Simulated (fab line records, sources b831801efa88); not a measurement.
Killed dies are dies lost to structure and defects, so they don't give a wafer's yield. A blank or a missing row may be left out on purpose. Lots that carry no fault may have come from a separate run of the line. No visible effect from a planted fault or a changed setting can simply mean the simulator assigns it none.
The tool behind it: which one? :: flow sky130 :: 6 lots with 18 wafers sampled at 3 steps, on a route of 708 steps

== WHAT THE GAUGES READ, wafer by wafer ==
SKY_VIA3_THK_MEAS_01.
lot: L641
measured: day 40 11:23
on: film metro-01
VIA3_HDPCVD_THK (nm): 1640 1628 1646

lot: L643
measured: day 41 05:07
on: film metro-04
VIA3_HDPCVD_THK (nm): 1645 1628 1650

lot: L644
measured: day 41 14:07
on: film metro-04
VIA3_HDPCVD_THK (nm): 1674 1618 1680

lot: L648
measured: day 42 10:53
on: film metro-01
VIA3_HDPCVD_THK (nm): 1616 1642 1632

lot: L651
measured: day 43 08:56
on: film metro-02
VIA3_HDPCVD_THK (nm): 1614 1628 1620

lot: L655
measured: day 44 06:01
on: film metro-02
VIA3_HDPCVD_THK (nm): 1604 1439 1634

== WHICH TOOL RAN EACH LOT (tool, then ch and the chambers of the sampled wafers, then the start) ==
lot: L641
SKY_VIA2_ETCH_15: rie diel-01 ch 0,1,3, day 38 04:46
SKY_VIA3_HDPCVD_00: hdpcvd-01 ch 0,1,2, day 40 11:16

lot: L643
SKY_VIA2_ETCH_15: rie diel-02 ch 0,1,2, day 38 23:28
SKY_VIA3_HDPCVD_00: hdpcvd-02 ch 1,2, day 41 04:56

lot: L644
SKY_VIA2_ETCH_15: rie diel-02 ch 1,2, day 39 08:28
SKY_VIA3_HDPCVD_00: hdpcvd-01 ch 1,2, day 41 13:57

lot: L648
SKY_VIA2_ETCH_15: rie diel-02 ch 0,3, day 40 07:28
SKY_VIA3_HDPCVD_00: hdpcvd-01 ch 1,2, day 42 10:44

lot: L651
SKY_VIA2_ETCH_15: rie diel-04 ch 0,2, day 41 05:26
SKY_VIA3_HDPCVD_00: hdpcvd-02 ch 0,2, day 43 08:45

lot: L655
SKY_VIA2_ETCH_15: rie diel-02 ch 1,2,3, day 42 03:31
SKY_VIA3_HDPCVD_00: hdpcvd-01 ch 0,1,2, day 44 05:51
- SKY_VIA2_ETCH_15: etches SiO2 in C4F8/O2/Ar, stops on TiN, target depth 546 nm, time 84 s.
- SKY_VIA3_HDPCVD_00: deposits SiO2, target thk 1635 nm, time 272.5 s.

== THE ANSWER, worked out from the rows above alone ==
Rule: usual is defined by the lots themselves. Put in order of their means at a reading, lots are off if they are a third of the lots or fewer, leave a main group of 4 or more, and stand apart from it by a gap of 3 or more times the standard deviation of the main group's means; of several such gaps the widest counts. If all means in a main group match to the digits the tables above print for the reading, that group is not used. Also off: a lot with no number at a reading for which 4 or more lots have one. Where the step has rows for the other lots, those lots are counted as sound.
Off: L655, seen at SKY_VIA3_THK_MEAS_01 (VIA3_HDPCVD_THK). Main group: mean 1637 nm, sd 12.
A tool fits if, at a process step before that reading, it ran every lot that is off, and no sound lot after the first of them. Gauges at SKY_VIA3_THK_MEAS_01: tried the same way as those tools. Can't be told from this: 3 tools fit, rie diel-02 at SKY_VIA2_ETCH_15, hdpcvd-01 at SKY_VIA3_HDPCVD_00, film metro-02 at SKY_VIA3_THK_MEAS_01.

== WHAT THE SIMULATOR PUT IN ==
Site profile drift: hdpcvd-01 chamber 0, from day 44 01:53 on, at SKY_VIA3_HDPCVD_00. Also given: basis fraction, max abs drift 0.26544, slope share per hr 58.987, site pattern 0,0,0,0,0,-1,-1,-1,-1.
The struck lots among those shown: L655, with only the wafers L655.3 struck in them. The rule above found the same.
